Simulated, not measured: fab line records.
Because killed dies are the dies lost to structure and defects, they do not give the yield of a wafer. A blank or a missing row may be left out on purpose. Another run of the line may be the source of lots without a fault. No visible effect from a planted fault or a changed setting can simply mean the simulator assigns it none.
A struck lot beside a sound one	flow sky130	21 out of 708 route steps
Sound: wafers L874.3, L874.4, L874.6. Wafers struck: L880.1, L880.2, L880.4. At the end, the cause is stated.
Each step with rows lists, per side, the tool, then ch with its chambers, then its first start. Under that, the readings that differ: sound wafers	struck wafers	difference of the means	sigmas: that difference in standard deviations of wafers without a fault.
alike: readings with means less than 2 such deviations apart, plus words and numbers identical on both sides. not compared: withheld readings, readings lacking a value on some wafer, bounds such as >300 that could conceal the same value, and numbers that have no deviation in the record and whose values overlap.
A row with sigmas, a row that says differs or no value, or rows on one side alone: a step with any of these is where the two part. Non-overlapping numbers with no deviation appear without sigmas and do not part them. Lack of a reading on every wafer of one side parts them only where that side has two or more wafers.

SKY_LI_CONTACT_CVD_21: deposits W, target thk 400 nm, time 120.56 s.
  sound on cvd w-01 ch 0,1, day 31 21:23; struck on cvd w-01 ch 0,1, day 34 02:12
  alike: heater power w
  not compared: since wet clean h
SKY_LI_CONTACT_RS_MEAS_22: a four-point-probe measurement.
  sound on film metro-02 at day 31 21:31; struck on film metro-03 at day 34 02:19
  alike: LI_CONTACT_W_RS
SKY_LI_CONTACT_THK_MEAS_23: measures by xrf.
  sound on film metro-02 at day 31 21:37; struck on film metro-03 at day 34 02:26
  alike: LI_CONTACT_W_THK
SKY_LI_CONTACT_CMP_24: polishes, stops on PSG, t overpolish 20 s, target thk 0 nm.
  sound on cmp-01 ch 0,1,2, day 31 21:42; struck on cmp-01 ch 1,2,3, day 34 02:35
  alike: motor current A, overpolish run s, time to endpoint s
SKY_LOCAL_INTERCONNECT_SPUTTER_00: material TiN, target thk 100 nm, time 83.3 s.
  sound on pvd sputter-01 at day 31 21:57; struck on pvd sputter-04 at day 34 02:53
reading	sound	struck	difference	sigmas
chamber pressure pa (Pa)	0.4008 0.4016 0.4008	0.3997 0.3993 0.3993	-0.0016	-2
  alike: throttle valve pct
SKY_LOCAL_INTERCONNECT_RS_MEAS_01: a four-point-probe measurement.
  sound on film metro-04 at day 31 22:03; struck on film metro-02 at day 34 02:57
reading	sound	struck	difference	sigmas
LOCAL_INTERCONNECT_TIN_RS (ohm/sq)	14.32 14.42 14.36	14.01 14.17 13.85	-0.36	-2
SKY_LOCAL_INTERCONNECT_THK_MEAS_02: measures by xrf.
  sound on film metro-04 at day 31 22:09; struck on film metro-02 at day 34 03:04
reading	sound	struck	difference	sigmas
LOCAL_INTERCONNECT_TIN_THK (nm)	99.3 98.2 99.2	103.1 101.5 103.7	+3.9	+3
then, 5 steps without rows for these wafers: SKY_LOCAL_INTERCONNECT_DEHYDRATE_03 (time 60 s); SKY_LOCAL_INTERCONNECT_HMDS_04 (prime time 60 s); SKY_LOCAL_INTERCONNECT_COAT_05 (resist thk 60 nm); SKY_LOCAL_INTERCONNECT_COAT_06 (resist thk 450 nm); SKY_LOCAL_INTERCONNECT_SOFTBAKE_07 (time 90 s).
SKY_LOCAL_INTERCONNECT_EXPOSE_08: exposes mask LI1M, target cd 170 nm.
  sound on krf scanner-02 ch 0, day 32 11:48; struck on krf scanner-01 ch 0, day 34 16:11
reading	sound	struck	difference	sigmas
exposure dose mJ cm2	27.951 27.971 27.940	26.768 26.764 26.775	-1.185	-42
  alike: mask
then, 2 steps without rows for these wafers: SKY_LOCAL_INTERCONNECT_PEB_09; SKY_LOCAL_INTERCONNECT_DEVELOP_10 (develop time 60 s).
SKY_LOCAL_INTERCONNECT_CD_MEAS_11: target cd 170 nm.
  sound on cd sem-02 at day 33 01:43; struck on cd sem-02 at day 35 04:46
reading	sound	struck	difference	sigmas
cd nm (nm)	170.5 170.8 169.1	175.1 175.0 176.2	+5.3	+3
  not compared: hold
SKY_LOCAL_INTERCONNECT_OVL_MEAS_12:
  sound on overlay-02 at day 33 01:49; struck on overlay-01 at day 35 04:53
  alike: LOCAL_INTERCONNECT_OVL
  not compared: hold
SKY_LOCAL_INTERCONNECT_ETCH_13: etches BARC in N2/H2, stops on SiO2, time 45.9 s, target depth 60 nm.
  sound on rie metal-03 ch 0,1, day 33 01:52; struck on rie metal-03 ch 0,1, day 35 04:55
reading	sound	struck	difference	sigmas
model.LOCAL_INTERCONNECT.cd nm (nm)	171.7 170.3 170.1	175.3 176.4 177.8	+5.8	
  alike: drypump motor current A, oes product au, throttle valve pct
  not compared: rf hours counter h
SKY_LOCAL_INTERCONNECT_METAL_ETCH_14: etches TiN in Cl2/BCl3, stops on PSG, target depth 110 nm, time 31.4 s.
  sound on rie metal-03 ch 0,1, day 33 01:55; struck on rie metal-03 ch 0,1, day 35 04:59
reading	sound	struck	difference	sigmas
throttle valve pct (%)	21.902 21.925 21.916	21.882 21.912 21.890	-0.020	-2
model.LOCAL_INTERCONNECT.cd nm (nm)	171.4 169.9 170.4	175.6 177.4 178.3	+6.5	
  alike: drypump motor current A, mfc cl2 sccm, oes product au
  not compared: rf hours counter h
SKY_LOCAL_INTERCONNECT_STRIP_15: strips in O2/N2.
  sound on plasma asher-01 ch 0,1, day 33 01:59; struck on plasma asher-01 ch 0,1, day 35 05:02
  alike: drypump motor current A, o2 flow sccm, oes product au, strip time to endpoint s
  not compared: rf hours counter h
-- record jumps: 14 days separate the struck wafers' starts on either side; left off in module LOCAL_INTERCONNECT, taken up again in module PAD_OPEN, whose first shown step is the route's number 708 --
SKY_PAD_OPEN_PROBE_99:
  sound on prober-02 at day 47 17:10; struck on prober-02 at day 49 06:33
reading	sound	struck	difference	sigmas
model.etest.res li.line ohm um	75.12 76.8 76.09	72.26 72.35 70.31	-4.36	
  alike: killed_at_M0_to_M3, killed_at_M4_up, killed at contacts, killed at front end, killed at other, killed dies, killed open, killed short

## WHERE THEY PART
Last at SKY_LOCAL_INTERCONNECT_METAL_ETCH_14 as far as this record goes, first at SKY_LOCAL_INTERCONNECT_SPUTTER_00. Later steps at which nothing parts them and some readings are alike: SKY_LOCAL_INTERCONNECT_STRIP_15, SKY_PAD_OPEN_PROBE_99.

WHY: whatever the simulator had introduced
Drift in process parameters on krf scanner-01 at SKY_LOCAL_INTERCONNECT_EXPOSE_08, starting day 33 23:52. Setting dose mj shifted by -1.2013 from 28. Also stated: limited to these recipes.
